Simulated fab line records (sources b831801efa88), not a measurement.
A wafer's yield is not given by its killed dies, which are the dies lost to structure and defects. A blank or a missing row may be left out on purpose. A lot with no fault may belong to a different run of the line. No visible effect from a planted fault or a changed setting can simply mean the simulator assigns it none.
Which tool is to blame? -- flow gf180mcu -- 14 lots with 41 wafers sampled at 4 steps, on a route of 602 steps

== WHAT THE GAUGES SHOWED, per wafer ==
GF_MIM_THK_MEAS_06.
lot,measured,on,MIM_CVD_05_THK (nm)
L105,day 24 16:34,film-metro-03,40.8 40.3 41.3
L106,day 25 04:24,film-metro-04,41.0 40.1 40.0
L107,day 25 15:52,film-metro-03,41.1 41.1 40.5
L108,day 26 03:37,film-metro-04,40.6 40.8 40.8
L109,day 26 05:35,film-metro-02,40.0 40.8 41.5
L110,day 26 09:56,film-metro-03,40.5 41.3 40.7
L111,day 26 18:03,film-metro-04,40.3 41.1 40.9
L113,day 27 04:17,film-metro-03,41.2 41.5 40.9
L114,day 27 23:46,film-metro-04,40.1 41.8 40.9
L115,day 27 21:04,film-metro-02,40.3 40.4 41.5
L116,day 28 05:26,film-metro-02,41.8 40.6 42.2
L123,day 30 01:08,film-metro-04,41.2 41.6 41.4
L124,day 30 11:05,film-metro-03,41.0 41.3 41.0
L127,day 30 21:23,film-metro-04,40.7 41.7

GF_MIM_THK_MEAS_11: measures by xrf.
lot,measured,on,MIM_ALCU_THK (nm)
L105,day 24 16:50,film-metro-04,201.7 203.3 201.2
L106,day 25 04:41,film-metro-03,202.3 200.1 198.6
L107,day 25 16:09,film-metro-02,196.6 200.0 197.8
L108,day 26 03:53,film-metro-03,197.2 200.4 200.1
L109,day 26 05:52,film-metro-04,202.2 203.8 200.2
L110,day 26 10:13,film-metro-02,201.0 199.4 199.7
L111,day 26 18:20,film-metro-03,201.7 199.1 200.4
L113,day 27 04:34,film-metro-04,200.8 205.4 203.3
L114,day 28 00:05,film-metro-04,206.4 201.4 203.2
L115,day 27 21:21,film-metro-04,199.6 198.8 202.2
L116,day 28 05:43,film-metro-04,202.1 198.4 204.0
L123,day 30 01:25,film-metro-03,200.1 199.2 200.6
L124,day 30 11:22,film-metro-03,201.4 200.1 204.7
L127,day 30 21:40,film-metro-02,199.7 199.2

== WHAT TOOL EACH LOT RAN ON (gives the tool, then ch and the chambers of the sampled wafers, and finally the start) ==
lot,GF_VT_IMPLANT_STRIP_20,GF_MIM_SPUTTER_09
L105,"plasma-asher-02 ch 0,1, day 6 05:31","pvd-sputter-04, day 24 16:40"
L106,"plasma-asher-01 ch 0,1, day 6 12:17","pvd-sputter-02, day 25 04:32"
L107,"plasma-asher-03 ch 0,1, day 6 18:52","pvd-sputter-02, day 25 16:00"
L108,"plasma-asher-01 ch 0,1, day 7 01:44","pvd-sputter-04, day 26 03:44"
L109,"plasma-asher-02 ch 0,1, day 7 06:13","pvd-sputter-02, day 26 05:43"
L110,"plasma-asher-02 ch 0,1, day 7 13:38","pvd-sputter-02, day 26 10:04"
L111,"plasma-asher-03 ch 0,1, day 7 20:30","pvd-sputter-02, day 26 18:10"
L113,"plasma-asher-03 ch 0,1, day 8 07:29","pvd-sputter-02, day 27 04:25"
L114,"plasma-asher-01 ch 0,1, day 8 15:03","pvd-sputter-02, day 27 23:52"
L115,"plasma-asher-03 ch 0,1, day 8 21:23","pvd-sputter-02, day 27 21:12"
L116,"plasma-asher-02 ch 0,1, day 9 01:07","pvd-sputter-02, day 28 05:34"
L123,"plasma-asher-01 ch 0, day 10 23:08","pvd-sputter-01, day 30 01:16"
L124,"plasma-asher-01 ch 0,1, day 11 03:04","pvd-sputter-02, day 30 11:13"
L127,"plasma-asher-02 ch 1, day 11 22:10","pvd-sputter-01, day 30 21:31"
- GF_VT_IMPLANT_STRIP_20: strips in O2/N2.
- GF_MIM_SPUTTER_09: material TiN, target thk 35 nm, time 29.2 s.

== WHAT THE TOOLS THEMSELVES READ (means of the sampled wafers that have a number; where no wafer has one, the mark that the record gives instead) ==
GF_VT_IMPLANT_STRIP_20.
lot,tool,drypump-motor-current-A (A),heater-power-w (W),o2-flow-sccm (sccm),oes-product-au (a.u.),strip-time-to-endpoint-s (s)
L105,plasma-asher-02,5.3,343,2996,0.720,12.66
L106,plasma-asher-01,5.7,357,2995,0.719,12.66
L107,plasma-asher-03,6.1,391,2997,0.713,12.64
L108,plasma-asher-01,5.7,351,3002,0.715,12.65
L109,plasma-asher-02,5.3,344,2991,0.716,12.66
L110,plasma-asher-02,5.3,342,2991,0.715,12.64
L111,plasma-asher-03,5.9,387,3004,0.721,12.64
L113,plasma-asher-03,6.2,386,2996,0.712,12.62
L114,plasma-asher-01,5.5,341,2992,0.716,12.67
L115,plasma-asher-03,6.1,392,2997,0.715,12.63
L116,plasma-asher-02,5.3,343,2996,0.716,12.68
L123,plasma-asher-01,5.8,364,3004,0.721,12.65
L124,plasma-asher-01,5.7,356,3001,0.711,12.62
L127,plasma-asher-02,5.4,358,2992,0.718,12.60

GF_MIM_SPUTTER_09.
lot,tool,throttle-valve-pct (%)
L105,pvd-sputter-04,29.1
L106,pvd-sputter-02,30.9
L107,pvd-sputter-02,31.6
L108,pvd-sputter-04,28.7
L109,pvd-sputter-02,31.6
L110,pvd-sputter-02,31.8
L111,pvd-sputter-02,31.4
L113,pvd-sputter-02,31.6
L114,pvd-sputter-02,30.8
L115,pvd-sputter-02,31.2
L116,pvd-sputter-02,31.5
L123,pvd-sputter-01,30.2
L124,pvd-sputter-02,31.2
L127,pvd-sputter-01,29.1

== THE ANSWER, worked out from the rows above alone ==
Rule: what is usual is taken from the lots themselves. Put in order of their means at a reading, lots are off if they are a third of the lots or fewer, leave a main group of 4 or more, and stand apart from it by a gap of 3 or more times the standard deviation of the main group's means; of several such gaps the widest counts. A main group is skipped when, at the precision printed for the reading in the tables above, its means are all equal. A lot without any number at a reading at which 4 lots or more have one is off too. All remaining lots with rows at the step are treated as sound. After the gauges, taken in route order, come the tools' own readings; for these a lot's mean is taken, as printed above. The first step at which some lot is off is used, and at that step the reading that is off furthest; a lot without a number counts as furthest.
None of the lots is off at any reading shown; this tells nothing.

== WHAT WAS PUT IN BY THE SIMULATOR ==
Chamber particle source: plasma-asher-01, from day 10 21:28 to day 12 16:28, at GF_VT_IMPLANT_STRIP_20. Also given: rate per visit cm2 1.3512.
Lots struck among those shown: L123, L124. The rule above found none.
